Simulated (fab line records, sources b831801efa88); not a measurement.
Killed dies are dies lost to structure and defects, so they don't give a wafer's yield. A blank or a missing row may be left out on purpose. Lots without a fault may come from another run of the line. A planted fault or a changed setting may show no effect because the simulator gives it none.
One fault seen from 2 desks | flow gf180mcu | each desk has only its own numbers; what lay behind them comes last

THE TOOL OWNER'S DESK: pecvd-03
The tool's own readings at GF_V5_CVD_02 (deposits SiO2 from TEOS, target thk 1450 nm, time 163.28 s): means of the sampled wafers that have a number, for each lot that ran on this tool. A lot is out of limits, marked OUT, if its mean lies more than 4 standard deviations from the usual mean; the brackets give that distance.
Columns: A = heater_power_outer_w at GF_V5_CVD_02, usual 350 W; B = heater_power_w at GF_V5_CVD_02, usual 618 W; C = rf_fwd_power_W at GF_V5_CVD_02, usual 597.6 W
lot  | first seen here | A   | B   | C
L509 | day 29 03:02    | 415 | 708 | 359.2 (-99 or more) OUT
L513 | day 30 07:53    | 369 | 670 | 356.8 (-99 or more) OUT
L524 | day 33 02:02    | 417 | 722 | 599.2
This desk's finding: out of limits on L509, L513; first on L509, day 29 03:02 (rf_fwd_power_W at GF_V5_CVD_02). In limits: L524.

THE METROLOGY DESK
What the gauges read, lot by lot, whatever tool the lot ran on: means of the sampled wafers that have a number. A lot is out of limits, marked OUT, if its mean lies more than 4 standard deviations from the usual mean; the brackets give that distance.
Columns: A = V5_CVD_02_THK at GF_V5_THK_MEAS_03, usual 1452 nm
lot  | first seen here | A
L503 | day 26 18:24    | 1461
L504 | day 27 03:03    | 1448
L505 | day 27 04:18    | 1434
L509 | day 29 03:13    | 1236 (-9.8) OUT
L513 | day 30 08:07    | 1232 (-10) OUT
L517 | day 31 05:14    | 1468
L516 | day 31 12:46    | 1453
L519 | day 31 19:48    | 1457
L520 | day 32 02:21    | 1457
L521 | day 32 04:42    | 1465
L524 | day 33 02:08    | 1426
This desk's finding: out of limits on L509, L513; first on L509, day 29 03:13 (V5_CVD_02_THK at GF_V5_THK_MEAS_03). In limits: L503, L504, L505, L517, L516, L519, L520, L521, L524.

PUT TOGETHER
The tool owner's desk could have raised an alarm at day 29 03:02, on L509, L513.
The metrology desk could have raised an alarm at day 29 03:13, on L509, L513.
Of the lots named, all ran GF_V5_CVD_02 on pecvd-03.

WHAT THE SIMULATOR HAD PUT IN
Process parameter drift: pecvd-03, from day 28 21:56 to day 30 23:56, at GF_V5_CVD_02. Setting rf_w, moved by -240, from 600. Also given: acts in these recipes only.
Lots struck among those shown: L509, L513.
Hours from the fault's start to each desk's first reading out of limits: the tool owner's desk, 5; the metrology desk, 5.
